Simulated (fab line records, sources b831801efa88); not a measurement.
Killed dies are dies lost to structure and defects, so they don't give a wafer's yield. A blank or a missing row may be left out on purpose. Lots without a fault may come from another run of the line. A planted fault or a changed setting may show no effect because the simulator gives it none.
Split-lot experiment | flow gf180mcu | 5 lots, 19 wafers read, on a route of 602 steps

THE SPLIT
At GF_MIM_COAT_14 (resist thk 1000 nm), the setting spin_rpm was moved away from the recipe's 3000 rpm on 6 of the 19 wafers read, by -7.1% to +1.9%. The other wafers ran this setting at the recipe's value.

FROM THE SPLIT TO THE READING: what the file shows between them, 4 steps
- GF_MIM_SOFTBAKE_15: time 60 s
- GF_MIM_EXPOSE_16: exposes mask FuseTop, target cd 2000 nm
- GF_MIM_PEB_17
- GF_MIM_DEVELOP_18: develop time 60 s

THE READING
NOVOLAK_of_MIM_COAT_14.thk_nm (the simulator's own value, which no gauge read), in nm, at GF_MIM_METAL_ETCH_19 (etches the open film in Cl2/BCl3, stops on Si3N4, target depth 324.5 nm, time 54.1 s). The file gives no usual value for it. The 13 wafers here that ran the recipe average 867.2 nm, standard deviation 2.7 nm.

wafer  | tool, chamber at the split | spin_rpm as run, rpm | against the recipe | NOVOLAK_of_MIM_COAT_14.thk_nm, nm | against lot-mates on the recipe
L075.1 | litho_track-02, 0          | 3000                 | recipe             | 866.1                             | -
L075.2 | litho_track-02, 0          | 3058                 | +1.9%              | 857.4                             | -10.2
L075.3 | litho_track-02, 0          | 3000                 | recipe             | 866.4                             | -
L075.4 | litho_track-02, 0          | 3000                 | recipe             | 870.4                             | -
L075.5 | litho_track-02, 0          | 3058                 | +1.9%              | 860.5                             | -7.1
L076.3 | litho_track-03, 0          | 3000                 | recipe             | 863.9                             | -
L076.5 | litho_track-03, 0          | 3000                 | recipe             | 864.6                             | -
L076.6 | litho_track-03, 0          | 2856                 | -4.8%              | 886.9                             | +22.6
L082.1 | litho_track-03, 0          | 3000                 | recipe             | 866.9                             | -
L082.2 | litho_track-03, 0          | 2857                 | -4.8%              | 888.8                             | +23.9
L082.4 | litho_track-03, 0          | 3000                 | recipe             | 864.1                             | -
L082.5 | litho_track-03, 0          | 3000                 | recipe             | 863.8                             | -
L082.6 | litho_track-03, 0          | 2857                 | -4.8%              | 891.5                             | +26.6
L083.1 | litho_track-03, 0          | 3000                 | recipe             | 871                               | -
L083.2 | litho_track-03, 0          | 3000                 | recipe             | 870.6                             | -
L083.3 | litho_track-03, 0          | 2786                 | -7.1%              | 912.1                             | +41.3
L084.2 | litho_track-02, 0          | 3000                 | recipe             | 866.7                             | -
L084.3 | litho_track-02, 0          | 3000                 | recipe             | 867.7                             | -
L084.5 | litho_track-02, 0          | 3000                 | recipe             | 871.4                             | -

THE FIT
A straight line over all 19 wafers: NOVOLAK_of_MIM_COAT_14.thk_nm changes by -5.23 nm for each +1% of spin_rpm; r = -0.97; the points scatter about the line by 3.5 nm.
The same after taking each lot's own level away (the mean of its wafers on the recipe; 19 wafers): -5.31 nm for each +1%; r = -0.99; scatter 1.9 nm.
On that fit, the largest move of spin_rpm shifts the reading by 38 nm.
The lots' own levels span 864.25 to 870.80 nm, that is 2.4 times the standard deviation above.
So the lot-to-lot level changes the slope little: the two slopes agree.
Check: with one of the wafers moved furthest among these (-7.1%) left out of the fit, the line predicts +35.9 nm for it against its lot-mates. It came out at +41.3 nm against them.

OTHER SPLITS ON THESE WAFERS
These wafers also went through other splits before the reading. Each is held against what the fit with the lots' levels taken away leaves over:
other split on the same wafers  | wafers away from the commonest value | r with NOVOLAK_of_MIM_COAT_14.thk_nm (lot level and that fit taken away)
GF_V4_CMP_04 leave_above_ref_nm | 8                                    | -0.30
GF_V4_SOFTBAKE_10 temp_c        | 7                                    | -0.03
GF_MIM_SPUTTER_09 power_w       | 6                                    | +0.03

THE WHOLE CHAIN: every reading that the file lists as answering this split, in the file's order
step                 | what it does                                                                         | reading                                                                        | change (the file's fit)              | r (the file's)
GF_MIM_COAT_14       | resist thk 1000 nm                                                                   | NOVOLAK_of_MIM_COAT_14.thk_nm (the simulator's own value, which no gauge read) | -5.4 nm for each +1% of the setting  | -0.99
GF_MIM_METAL_ETCH_19 | etches the open film in Cl2/BCl3, stops on Si3N4, target depth 324.5 nm, time 54.1 s | NOVOLAK_of_MIM_COAT_14.thk_nm (the simulator's own value, which no gauge read) | -5.35 nm for each +1% of the setting | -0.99
GF_MIM_STRIP_20      | strips in O2/N2                                                                      | strip_time_to_endpoint_s                                                       | withheld for each +1% of the setting | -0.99

THE FILE'S OWN FIT
NOVOLAK_of_MIM_COAT_14.thk_nm changes by -5.35 nm for each +1% of spin_rpm, r = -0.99.
